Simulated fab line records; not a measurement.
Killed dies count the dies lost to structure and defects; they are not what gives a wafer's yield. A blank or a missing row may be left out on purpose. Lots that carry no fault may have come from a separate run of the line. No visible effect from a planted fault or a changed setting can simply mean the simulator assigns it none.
The tool behind it: which one? / flow sky130 / Sampling: 14 lots, 42 wafers, 3 of 708 route steps

== WHAT THE GAUGES READ, wafer by wafer ==
SKY_LI_CONTACT_RS_MEAS_22: measures by four-point-probe.
lot=L364; measured=day 29 09:41; on=filmMetro-01; LI_CONTACT_W_RS (ohm/sq)=0.285 0.285 0.285
lot=L365; measured=day 29 14:44; on=filmMetro-01; LI_CONTACT_W_RS (ohm/sq)=0.284 0.282 0.281
lot=L374; measured=day 32 16:13; on=filmMetro-02; LI_CONTACT_W_RS (ohm/sq)=0.287 0.285 0.286
lot=L376; measured=day 33 06:53; on=filmMetro-02; LI_CONTACT_W_RS (ohm/sq)=0.285 0.282 0.283
lot=L377; measured=day 33 16:08; on=filmMetro-04; LI_CONTACT_W_RS (ohm/sq)=0.283 0.283 0.281
lot=L378; measured=day 34 01:47; on=filmMetro-01; LI_CONTACT_W_RS (ohm/sq)=0.287 0.279 0.287
lot=L379; measured=day 34 11:21; on=filmMetro-02; LI_CONTACT_W_RS (ohm/sq)=0.289 0.288 0.288
lot=L380; measured=day 34 17:50; on=filmMetro-04; LI_CONTACT_W_RS (ohm/sq)=0.278 0.277 0.277
lot=L381; measured=day 35 08:35; on=filmMetro-02; LI_CONTACT_W_RS (ohm/sq)=0.286 0.288 0.282
lot=L382; measured=day 35 09:34; on=filmMetro-02; LI_CONTACT_W_RS (ohm/sq)=0.277 0.276 0.280
lot=L384; measured=day 35 16:08; on=filmMetro-04; LI_CONTACT_W_RS (ohm/sq)=0.290 0.285 0.286
lot=L385; measured=day 36 01:31; on=filmMetro-04; LI_CONTACT_W_RS (ohm/sq)=0.287 0.289 0.293
lot=L386; measured=day 36 08:59; on=filmMetro-02; LI_CONTACT_W_RS (ohm/sq)=0.288 0.283 0.287
lot=L387; measured=day 36 18:46; on=filmMetro-02; LI_CONTACT_W_RS (ohm/sq)=0.292 0.282 0.289

SKY_CONTACT_THK_MEAS_03.
lot=L364; measured=day 30 15:10; on=filmMetro-04; CONTACT_HDPCVD_THK (nm)=560 568 563
lot=L365; measured=day 30 20:41; on=filmMetro-04; CONTACT_HDPCVD_THK (nm)=580 574 569
lot=L374; measured=day 33 21:07; on=filmMetro-04; CONTACT_HDPCVD_THK (nm)=564 562 562
lot=L376; measured=day 34 11:20; on=filmMetro-04; CONTACT_HDPCVD_THK (nm)=555 557 556
lot=L377; measured=day 34 19:40; on=filmMetro-04; CONTACT_HDPCVD_THK (nm)=568 565 564
lot=L378; measured=day 35 05:59; on=filmMetro-02; CONTACT_HDPCVD_THK (nm)=561 561 567
lot=L379; measured=day 35 15:21; on=filmMetro-04; CONTACT_HDPCVD_THK (nm)=567 569 564
lot=L380; measured=day 35 21:37; on=filmMetro-02; CONTACT_HDPCVD_THK (nm)=558 556 566
lot=L381; measured=day 36 12:06; on=filmMetro-02; CONTACT_HDPCVD_THK (nm)=556 556 557
lot=L382; measured=day 36 12:56; on=filmMetro-03; CONTACT_HDPCVD_THK (nm)=572 567 566
lot=L384; measured=day 36 20:04; on=filmMetro-02; CONTACT_HDPCVD_THK (nm)=560 555 562
lot=L385; measured=day 37 04:49; on=filmMetro-04; CONTACT_HDPCVD_THK (nm)=556 559 564
lot=L386; measured=day 37 13:02; on=filmMetro-03; CONTACT_HDPCVD_THK (nm)=570 572 572
lot=L387; measured=day 37 22:40; on=filmMetro-03; CONTACT_HDPCVD_THK (nm)=566 565 564

== WHICH TOOL RAN EACH LOT (tool, then ch and the chambers of the sampled wafers, then the start) ==
lot=L364; SKY_LI_CONTACT_CMP_24=cmp-01 ch 0,1, day 29 09:52
lot=L365; SKY_LI_CONTACT_CMP_24=cmp-01 ch 0,3, day 29 14:55
lot=L374; SKY_LI_CONTACT_CMP_24=cmp-01 ch 0,2,3, day 32 16:22
lot=L376; SKY_LI_CONTACT_CMP_24=cmp-01 ch 1,2, day 33 07:04
lot=L377; SKY_LI_CONTACT_CMP_24=cmp-02 ch 1,2,3, day 33 16:17
lot=L378; SKY_LI_CONTACT_CMP_24=cmp-02 ch 0,1, day 34 01:55
lot=L379; SKY_LI_CONTACT_CMP_24=cmp-02 ch 2,3, day 34 11:35
lot=L380; SKY_LI_CONTACT_CMP_24=cmp-02 ch 0,1, day 34 17:59
lot=L381; SKY_LI_CONTACT_CMP_24=cmp-02 ch 0,3, day 35 08:46
lot=L382; SKY_LI_CONTACT_CMP_24=cmp-02 ch 0,2,3, day 35 09:43
lot=L384; SKY_LI_CONTACT_CMP_24=cmp-01 ch 0,1,3, day 35 16:22
lot=L385; SKY_LI_CONTACT_CMP_24=cmp-01 ch 0,1,2, day 36 01:41
lot=L386; SKY_LI_CONTACT_CMP_24=cmp-02 ch 1,2,3, day 36 09:16
lot=L387; SKY_LI_CONTACT_CMP_24=cmp-01 ch 0,1,3, day 36 18:58
- SKY_LI_CONTACT_CMP_24: polishes, stops on PSG, t overpolish 20 s, target thk 0 nm.

== AS READ BY THE TOOLS THEMSELVES (means over the sampled wafers that have a number; for cases with no such wafer, the mark the record gives instead) ==
SKY_LI_CONTACT_CMP_24.
lot=L364; tool=cmp-01; edgeZonePressureFrac=0.998; motorCurrentA (A)=11.5; overpolishRunS (s)=19.995; timeToEndpointS (s)=92.0
lot=L365; tool=cmp-01; edgeZonePressureFrac=1.004; motorCurrentA (A)=11.7; overpolishRunS (s)=20.000; timeToEndpointS (s)=98.9
lot=L374; tool=cmp-01; edgeZonePressureFrac=1.002; motorCurrentA (A)=11.6; overpolishRunS (s)=20.012; timeToEndpointS (s)=92.5
lot=L376; tool=cmp-01; edgeZonePressureFrac=1.005; motorCurrentA (A)=11.3; overpolishRunS (s)=20.005; timeToEndpointS (s)=92.1
lot=L377; tool=cmp-02; edgeZonePressureFrac=0.999; motorCurrentA (A)=11.3; overpolishRunS (s)=19.995; timeToEndpointS (s)=99.6
lot=L378; tool=cmp-02; edgeZonePressureFrac=1.000; motorCurrentA (A)=12.1; overpolishRunS (s)=20.003; timeToEndpointS (s)=97.0
lot=L379; tool=cmp-02; edgeZonePressureFrac=1.004; motorCurrentA (A)=9.9; overpolishRunS (s)=20.009; timeToEndpointS (s)=95.6
lot=L380; tool=cmp-02; edgeZonePressureFrac=1.001; motorCurrentA (A)=12.1; overpolishRunS (s)=19.997; timeToEndpointS (s)=98.9
lot=L381; tool=cmp-02; edgeZonePressureFrac=0.999; motorCurrentA (A)=11.5; overpolishRunS (s)=20.006; timeToEndpointS (s)=96.9
lot=L382; tool=cmp-02; edgeZonePressureFrac=1.003; motorCurrentA (A)=11.1; overpolishRunS (s)=19.992; timeToEndpointS (s)=96.1
lot=L384; tool=cmp-01; edgeZonePressureFrac=0.998; motorCurrentA (A)=11.9; overpolishRunS (s)=19.994; timeToEndpointS (s)=99.4
lot=L385; tool=cmp-01; edgeZonePressureFrac=0.996; motorCurrentA (A)=10.7; overpolishRunS (s)=20.008; timeToEndpointS (s)=95.8
lot=L386; tool=cmp-02; edgeZonePressureFrac=1.000; motorCurrentA (A)=10.9; overpolishRunS (s)=20.009; timeToEndpointS (s)=95.2
lot=L387; tool=cmp-01; edgeZonePressureFrac=0.999; motorCurrentA (A)=11.8; overpolishRunS (s)=20.001; timeToEndpointS (s)=96.7

== THE ANSWER, worked out from the rows above alone ==
Rule: the lots themselves supply what counts as usual. The widest of any qualifying gaps counts: lots, ordered by their means at a reading, are off when they make up no more than a third of the lots, leave a main group of 4 or more, and stand apart from it by 3 or more times the standard deviation of that group's means. A main group whose means are all the same, to the digits that the tables above print for the reading, isn't used. Also off: a lot with no number at a reading for which 4 or more lots have one. Any other lot the step has rows for is counted as sound. Order of review: gauges by route order, followed by the tools' own readings, for which a lot's mean as printed above is used. The first step at which some lot is off is used, and at that step the reading that is off furthest; a lot without a number counts as furthest.
No lot is off at any reading shown: from this, nothing can be told.

== WHAT HAD BEEN PUT IN BY THE SIMULATOR ==
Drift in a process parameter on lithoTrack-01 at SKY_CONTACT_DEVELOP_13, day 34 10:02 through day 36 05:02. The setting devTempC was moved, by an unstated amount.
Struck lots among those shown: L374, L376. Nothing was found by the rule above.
